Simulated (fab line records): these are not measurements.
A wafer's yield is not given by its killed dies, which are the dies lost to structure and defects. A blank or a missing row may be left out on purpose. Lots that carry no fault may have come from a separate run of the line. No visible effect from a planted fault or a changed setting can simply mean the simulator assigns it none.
Problem report in the 8D (eight disciplines) form, filled by code / flow sky130 / the parts of the form that need people (team, actions taken, sign-off) are left out

1. THE PROBLEM
overpolishRunS at SKY_VIA4_CMP_21 reads a mean of 0.038 s on 6 wafers of 2 lots; wafers without a fault read 24.999 s with a standard deviation of 0.0098. So: -99 or more standard deviations from the usual mean.
The step: polishes, stops on SiO2, t overpolish 25 s, target thk 0 nm.
The first sign was on wafer L902.4 at day 46 12:53, on cmp-01. At this step, 36 wafers from 12 lots have a number in the record. Rule for "out", or "out of limits": more than 4 standard deviations from the usual mean. The other wafers with a number count as sound.

2. WHAT IT IS, AND WHAT IT ISN'T
question=which readings at this step | is=overpolishRunS, timeToEndpointS | is not=edgeZonePressureFrac, motorCurrentA, platenRpm
question=which lots | is=L902, L907 | is not=L888, L890, L893, L894, L895, L897, L899, L905, L910, L911
question=which wafers of those lots | is=all that have a number | is not=-
question=read on which tools | is=cmp-01 | is not=cmp-02
question=when | is=from day 46 12:53 | is not=up to then (21 sound wafers); but 9 sound wafers of L905, L910, L911 came after

3. WHAT RULES OUT EACH SUSPECT
Counting: any tool at a process step up to the reading is kept as a suspect provided that every lot that is out went through it and no sound lot did after the first of them.
- cmp-01 at SKY_VIA4_CMP_21 (polishes, stops on SiO2, t overpolish 25 s, target thk 0 nm): kept. It processed each lot that is out, first L902 at day 46 12:53, and no sound lot thereafter; up to then, the last sound lot it processed was L899 at day 46 01:28. Its own overpolishRunS, timeToEndpointS readings are out on those wafers.
Remaining after the count: cmp-01 at SKY_VIA4_CMP_21.

4. THE CAUSE (what the simulator had put in)
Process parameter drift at SKY_VIA4_CMP_21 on cmp-01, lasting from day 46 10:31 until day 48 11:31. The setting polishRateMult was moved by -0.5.
Only this tool survived the counting.

5. THE CHAIN OF EFFECTS, in route order
Each row: a reading where the mean over the struck wafers with a number is more than 3 standard deviations away from the usual. Only readings for which the record gives a usual standard deviation are gone through. hours: the time from each lot's start at the first step in this table that gives one to its start at this step, as a median over the lots. sigmas: the change in usual standard deviations.
hours=0; step=SKY_VIA4_CMP_21; reading=overpolishRunS; usual=24.999 s; on struck wafers=0.038; change=-24.961; sigmas=-99 or more
hours=0; step=SKY_VIA4_CMP_21; reading=timeToEndpointS; usual=121 s; on struck wafers=192; change=+71; sigmas=+18
hours=58; step=SKY_PAD_OPEN_PROBE_99; reading=defectLimitedYield; usual=82.4 %; on struck wafers=0.0; change=-82.4; sigmas=-46
hours=58; step=SKY_PAD_OPEN_PROBE_99; reading=killed_at_M4_up; usual=3.2; on struck wafers=406.5; change=+403.3; sigmas=+99 or more
hours=58; step=SKY_PAD_OPEN_PROBE_99; reading=killedDies; usual=87; on struck wafers=492; change=+405; sigmas=+46
hours=58; step=SKY_PAD_OPEN_PROBE_99; reading=killedOnRim; usual=17; on struck wafers=96; change=+79; sigmas=+22
hours=58; step=SKY_PAD_OPEN_PROBE_99; reading=sort_bin_3_pad_short; usual=0.9 %; on struck wafers=83.0; change=+82.1; sigmas=+99 or more
hours=58; step=SKY_PAD_OPEN_PROBE_99; reading=sortNPass; usual=405; on struck wafers=0; change=-405; sigmas=-46
hours=58; step=SKY_PAD_OPEN_PROBE_99; reading=sortYieldPct; usual=82.4 %; on struck wafers=0.0; change=-82.4; sigmas=-46
Here are the process steps it includes:
- SKY_VIA4_CMP_21: polishes, stops on SiO2, t overpolish 25 s, target thk 0 nm.
- SKY_PAD_OPEN_PROBE_99

6. HOW IT WOULD HAVE BEEN CAUGHT EARLIER
In this record no reading fell out of limits until day 46 12:53, 2 hours after the fault had begun at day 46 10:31.
